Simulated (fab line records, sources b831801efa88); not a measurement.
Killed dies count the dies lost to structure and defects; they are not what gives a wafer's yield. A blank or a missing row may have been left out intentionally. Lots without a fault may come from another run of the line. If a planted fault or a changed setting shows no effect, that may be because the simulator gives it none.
Matching of chambers    flow sky130    4 sister chambers for SKY_VIA2_ETCH_15 on rie-diel-04
The step etches SiO2 in C4F8/O2/Ar, stops on TiN, target depth 546 nm, time 84 s. 8 wafers are shown with their chamber, then 10 later ones without.

## EACH WAFER AND ITS CHAMBER
wafer   chamber  oes-product-au (a.u.)
L081.3  2        0.935
L092.1  2        0.944
L092.3  0        0.933
L092.4  1        0.943
L092.5  0        0.942
L092.6  3        0.951
L093.1  3        0.941
L093.2  1        0.936

## WAFERS WITH NO CHAMBER GIVEN
wafer   oes-product-au (a.u.)
L093.3  0.946
L095.1  0.943
L095.2  0.946
L095.3  0.940
L095.4  0.938
L095.5  0.944
L095.6  0.930
L097.2  0.942
L097.4  0.946
L097.6  0.947

## CHAMBER TAKEN BY EACH
wafer   from the rows above                in truth
L093.3  can't be placed: 3 or 1 or 2 or 0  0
L095.1  can't be placed: 3 or 1 or 2 or 0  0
L095.2  can't be placed: 3 or 1 or 2 or 0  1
L095.3  can't be placed: 1 or 2 or 0 or 3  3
L095.4  can't be placed: 0 or 1 or 2 or 3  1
L095.5  can't be placed: 3 or 1 or 2 or 0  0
L095.6  can't be placed: 0 or 1 or 2 or 3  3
L097.2  can't be placed: 1 or 2 or 3 or 0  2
L097.4  can't be placed: 3 or 1 or 2 or 0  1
L097.6  can't be placed: 3 or 1 or 2 or 0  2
Placed correctly: 0 of 10. From these rows, 10 cannot be placed; in 10 the true chamber is one of the candidates. Number placed wrongly: 0.
How it was worked out, from the rows above alone: a wafer's distance from a chamber is the root of the sum, over the readings, of the square of ((its reading less the chamber's mean) divided by the reading's scatter). If the next closest chamber is less than 2 further off than the closest, the wafer can't be placed; otherwise it belongs to the closest. The mean given for a chamber averages the wafers shown for that chamber. How the scatter is found: for the shown wafers, subtract from each reading the mean of its chamber, square and add these, divide the total by (wafers less chambers), then take the root.
